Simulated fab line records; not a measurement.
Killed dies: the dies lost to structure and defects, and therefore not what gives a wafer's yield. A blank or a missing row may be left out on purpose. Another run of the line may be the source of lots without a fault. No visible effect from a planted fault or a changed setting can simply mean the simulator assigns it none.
One fault seen from 2 desks	flow gf180mcu	what lay behind the numbers comes last; until then each desk has only its own

## THE TOOL OWNER'S DESK: cvd-w-01
The tool's own readings at GF_CONTACT_CVD_24 (deposits W, target thk 300 nm, time 90.339 s): means of the sampled wafers that have a number, for each lot that ran on this tool. Marked OUT: a lot whose mean sits more than 4 standard deviations from the usual mean, which makes it out of limits; the brackets give that distance.
Columns: A = heater-power-w at GF_CONTACT_CVD_24, usual 853 W
lot	first seen here	A
L565	day 16 14:17	866
L567	day 17 03:58	886
L575	day 20 11:50	813
L582	day 22 18:44	813
L583	day 23 04:07	827
L584	day 23 10:13	829
L587	day 24 04:46	827
This desk found nothing out of limits on any of the 7 lots.

## METROLOGY DESK
Lot by lot, what the gauges showed, no matter which tool ran the lot: averages of those sampled wafers that carry a number. Marked OUT: a lot whose mean sits more than 4 standard deviations from the usual mean, which makes it out of limits; the brackets give that distance.
Columns: A = cd-nm at GF_CONTACT_CD_MEAS_14, usual 220.1 nm; B = CONTACT_W_RS at GF_CONTACT_RS_MEAS_25, usual 0.384 ohm/sq; C = CONTACT_W_THK at GF_CONTACT_THK_MEAS_26, usual 300 nm
lot	first seen here	A	B	C
L565	day 16 13:34	219.9	0.377	309
L566	day 16 18:04	222.3	0.382	299
L567	day 17 03:16	218.7	0.385	300
L568	day 18 01:33	219.8	0.387	299
L575	day 20 11:06	220.8	0.751 (+99 or more) OUT	228 (-18) OUT
L579	day 22 03:14	223.0	0.388	297
L581	day 22 10:41	219.8	0.381	303
L582	day 22 18:00	219.5	0.386	302
L583	day 23 03:18	222.8	0.378	303
L584	day 23 09:29	220.0	0.385	300
L587	day 24 04:02	220.0	0.384	301
This desk reports L575 out of limits; the earliest was L575 at day 20 11:56 (CONTACT_W_RS at GF_CONTACT_RS_MEAS_25). L565, L566, L567, L568, L579, L581, L582, L583, L584, L587 stayed within limits.

## PUT TOGETHER
Metrology desk: alarm possible at day 20 11:56 on L575.
Nothing out of limits was seen by the tool owner's desk.
Tool owner's desk: L575 on record, inside its limits.
GF_CONTACT_CVD_24 was run on cvd-w-01 by each of the lots named.

## WHAT HAD BEEN PUT IN BY THE SIMULATOR
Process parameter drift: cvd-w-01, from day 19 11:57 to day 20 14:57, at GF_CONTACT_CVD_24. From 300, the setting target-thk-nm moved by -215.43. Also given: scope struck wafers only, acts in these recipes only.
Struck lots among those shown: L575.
Hours from the fault's start to each desk's first reading out of limits: the metrology desk, 24.
